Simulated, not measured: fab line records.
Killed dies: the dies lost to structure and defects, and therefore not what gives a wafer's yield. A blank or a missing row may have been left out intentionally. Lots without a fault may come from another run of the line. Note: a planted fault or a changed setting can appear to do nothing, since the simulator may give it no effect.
Which tool was responsible?    flow gf180mcu    11 lots, 33 wafers sampled, at 2 steps of a route of 602

WHAT THE GAUGES SHOWED, per wafer
GF_M4_THK_MEAS_06: measures by xrf.
lot   measured      on             M4_ALCU_THK (nm)
L896  day 22 19:50  film_metro-03  456 451 447
L899  day 23 08:24  film_metro-01  452 446 445
L901  day 24 05:46  film_metro-03  455 450 457
L902  day 24 19:03  film_metro-03  455 458 453
L905  day 25 21:47  film_metro-03  442 445 448
L909  day 27 05:43  film_metro-01  441 450 441
L911  day 27 19:37  film_metro-03  454 453 452
L913  day 28 08:49  film_metro-01  455 451 453
L912  day 28 10:39  film_metro-03  454 452 457
L917  day 29 06:21  film_metro-01  463 463 456
L919  day 30 00:59  film_metro-03  447 444 444

WHAT TOOL EACH LOT RAN ON (gives the tool, then ch and the chambers of the sampled wafers, and finally the start)
lot   GF_M4_SPUTTER_01
L896  pvd_sputter-03, day 22 19:36
L899  pvd_sputter-02, day 23 08:08
L901  pvd_sputter-02, day 24 05:30
L902  pvd_sputter-02, day 24 18:47
L905  pvd_sputter-01, day 25 21:31
L909  pvd_sputter-03, day 27 05:28
L911  pvd_sputter-01, day 27 19:22
L913  pvd_sputter-01, day 28 08:34
L912  pvd_sputter-03, day 28 10:25
L917  pvd_sputter-02, day 29 06:07
L919  pvd_sputter-01, day 30 00:44
- GF_M4_SPUTTER_01: material TiN, target thk 30 nm, time 25 s.

THE ANSWER, worked out from the rows above alone
Rule: the usual values come from the lots themselves. The widest of any qualifying gaps counts: lots, ordered by their means at a reading, are off when they make up no more than a third of the lots, leave a main group of 4 or more, and stand apart from it by 3 or more times the standard deviation of that group's means. Not used: any main group whose means are identical at the precision the tables above print for the reading. Also off: a lot with no number at a reading for which 4 or more lots have one. The other lots that the step has rows for count as sound.
Across all readings shown, no lot is off: no conclusion can be drawn from this.

WHAT THE SIMULATOR HAD PUT IN
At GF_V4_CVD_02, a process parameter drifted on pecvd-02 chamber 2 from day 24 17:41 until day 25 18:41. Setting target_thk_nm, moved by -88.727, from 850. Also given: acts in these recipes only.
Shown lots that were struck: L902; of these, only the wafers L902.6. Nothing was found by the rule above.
